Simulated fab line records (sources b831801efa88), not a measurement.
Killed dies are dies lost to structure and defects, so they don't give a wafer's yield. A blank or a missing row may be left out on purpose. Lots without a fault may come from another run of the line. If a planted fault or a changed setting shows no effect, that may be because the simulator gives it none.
Struck lot and sound lot, side by side | flow sky130 | 32 out of 708 route steps
Sound: these wafers, L607.1, L607.4, L607.5. Wafers L622.1, L622.3, L622.6 were the ones struck. Last of all comes the cause.
Each step with rows lists, per side, the tool, then ch with its chambers, then its first start. Under that, the readings that differ: sound wafers | struck wafers | difference of the means | sigmas: that difference in standard deviations of wafers without a fault.
alike: same words and numbers on both sides, and readings whose means sit less than 2 such deviations apart. not compared: any withheld reading, any reading some wafer has no value for, any bound like >300 that may hide the same value, and any number with overlapping values for which the record gives no deviation.
A row with sigmas, a row that says differs or no value, or rows on one side alone: a step with any of these is where the two part. Numbers that have no deviation but don't overlap get no sigmas and don't part them. A reading missing from all wafers of one side parts the sides only when that side holds two or more wafers.

SKY_PWDE_OVL_MEAS_07:
  struck on overlay-01, day 7 09:49; sound on overlay-01, day 4 08:01
  alike: PWDE_OVL
next, for these wafers, 1 step has no rows: SKY_PWDE_IMPLANT_08.
SKY_PWDE_STRIP_09: strips in O2/N2.
  sound on plasmaAsher-03 ch 0,1, day 4 08:12; struck on plasmaAsher-02 ch 0,1, day 7 09:59
  alike: drypumpMotorCurrentA, oesProductAu, stripTimeToEndpointS
  not compared: rfHoursCounterH
SKY_PWDE_TW_MEAS_10:
  struck on filmMetro-03, day 7 10:05; sound on filmMetro-04, day 4 08:18
  alike: PWDE_TW
then, 7 steps without rows for these wafers: SKY_NWELL_DEHYDRATE_03 (time 60 s); SKY_NWELL_HMDS_04 (prime time 60 s); SKY_NWELL_COAT_05 (resist thk 3000 nm); SKY_NWELL_SOFTBAKE_06; SKY_NWELL_EXPOSE_07 (exposes mask NWM, target cd 840 nm); SKY_NWELL_PEB_08; SKY_NWELL_DEVELOP_09 (develop time 60 s).
SKY_NWELL_OVL_MEAS_10:
  struck on overlay-02, day 8 06:38; sound on overlay-01, day 5 01:40
  alike: NWELL_00_OVL
SKY_NWELL_IMPLANT_11:
  sound on implanter-01 ch 0, day 5 01:42; struck on implanter-04 ch 0, day 8 06:40
reading                  | sound                | struck               | difference | sigmas
beamEnergyKeV            | 400.03 399.82 399.86 | 380.12 380.20 380.09 | -19.77     | -99 or more
model.implant.rpNm (nm)  | 497.6 497.6 497.6    | 458.5 458.5 458.5    | -39.1      | 
model.implant.drpNm (nm) | 116.9 116.9 116.9    | 113.7 113.7 113.7    | -3.2       | 
  alike: doseIonsCm2, endStationPressureTorr
then, 2 steps without rows for these wafers: SKY_NWELL_IMPLANT_12; SKY_NWELL_IMPLANT_13.
SKY_NWELL_STRIP_14: strips in O2/N2.
  sound on plasmaAsher-01 ch 1, day 5 02:09; struck on plasmaAsher-02 ch 0, day 8 07:07
  alike: drypumpMotorCurrentA, oesProductAu, stripTimeToEndpointS
  not compared: rfHoursCounterH
SKY_NWELL_TW_MEAS_15:
  struck on filmMetro-04, day 8 07:13; sound on filmMetro-02, day 5 02:15
  alike: NWELL_TW
then, 7 steps without rows for these wafers: SKY_NWELL_DEHYDRATE_16 (time 60 s); SKY_NWELL_HMDS_17 (prime time 60 s); SKY_NWELL_COAT_18 (resist thk 3000 nm); SKY_NWELL_SOFTBAKE_19; SKY_NWELL_EXPOSE_20 (exposes mask NWM COMPLEMENT, target cd 840 nm); SKY_NWELL_PEB_21; SKY_NWELL_DEVELOP_22 (develop time 60 s).
SKY_NWELL_OVL_MEAS_23:
  struck on overlay-01, day 9 04:14; sound on overlay-02, day 5 20:28
  alike: NWELL_01_OVL
next, for these wafers, 1 step has no rows: SKY_NWELL_IMPLANT_24.
SKY_NWELL_STRIP_25: strips in O2/N2.
  sound on plasmaAsher-01 ch 0, day 5 20:39; struck on plasmaAsher-03 ch 0,1, day 9 04:25
reading                  | sound       | struck      | difference | sigmas
drypumpMotorCurrentA (A) | 6.1 6.1 6.1 | 5.4 5.3 5.3 | -0.8       | -2
  alike: oesProductAu, stripTimeToEndpointS
  not compared: rfHoursCounterH
SKY_NWELL_TW_MEAS_26:
  struck on filmMetro-02, day 9 04:31; sound on filmMetro-03, day 5 20:45
reading    | sound       | struck      | difference | sigmas
NWELL_2_TW | 500 503 501 | 489 488 490 | -12        | -2
then, 1 step without rows for these wafers: SKY_NWELL_CLEAN_27 (cleans in SC1/SC2, time 150 s).
SKY_NWELL_RTA_28: time 30 s.
  sound on rtpAnneal-02 ch 0, day 5 20:52; struck on rtpAnneal-02 ch 0, day 9 04:37
reading          | sound             | struck            | difference | sigmas
lampPowerPct (%) | 25.16 25.30 25.22 | 25.45 25.37 25.31 | +0.15      | +3
  alike: wafer_temp_C_max
SKY_NWELL_RS_MEAS_29: measurement is done with a four-point probe.
  struck on filmMetro-03, day 9 05:05; sound on filmMetro-02, day 5 20:58
reading           | sound             | struck            | difference | sigmas
NWELL_RS (ohm/sq) | 622.3 625.3 624.1 | 632.5 632.2 631.0 | +8.0       | +5
  not compared: hold
-- the record jumps here: 40 days lie between the struck wafers' starts before and after (it left off in module NWELL and takes up again in module PAD_OPEN, whose first step shown is number 708 of the route) --
SKY_PAD_OPEN_PROBE_99:
  struck on prober-02, day 49 08:02; sound on prober-01, day 46 06:13
reading                               | sound                   | struck                  | difference | sigmas
model.etest.resNwell.lineOhmUm        | 1131 1120 1118          | 1359 1266 1323          | +193       | 
model.etest.resNwell.rsOhmSq          | 937.2 930.6 928         | 1122 1071 1122          | +173       | 
model.etest.tip_p_5v.rsOhmSq          | 2837 2821 2850          | 2922 2912 2901          | +76        | 
model.etest.pfetG5v0d10v5.offLog10AUm | -11.94 -12.28 -12.3     | -12.97 -13.11 -13.12    | -0.89      | 
model.etest.pfet_01v8_lvt.offLog10AUm | -8.422 -8.296 -8.405    | -9.182 -9.101 -9.149    | -0.770     | 
model.etest.pfetG5v0d10v5.vtSatV (V)  | -0.5866 -0.6077 -0.6092 | -0.6809 -0.6953 -0.7192 | -0.0973    | 
model.etest.pfet_16v.vtV (V)          | -1.043 -1.056 -1.043    | -1.121 -1.11 -1.115     | -0.068     | 
model.etest.pfet_01v8_lvt.vtSatV (V)  | -0.4033 -0.41 -0.4107   | -0.4662 -0.4628 -0.4677 | -0.0576    | 
  alike: killed_at_M0_to_M3, killed_at_M4_up, killedAtContacts, killedAtFrontEnd, killedAtOther, killedDies, killedOpen, killedShort

== WHERE THEY PART ==
Earliest at SKY_NWELL_IMPLANT_11; latest, in this record, at SKY_NWELL_RS_MEAS_29. Later steps at which nothing parts them and some readings are alike: SKY_PAD_OPEN_PROBE_99.

WHY: what the simulator had put in
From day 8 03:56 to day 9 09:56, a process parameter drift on implanter-04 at SKY_NWELL_IMPLANT_11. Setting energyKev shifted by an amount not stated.
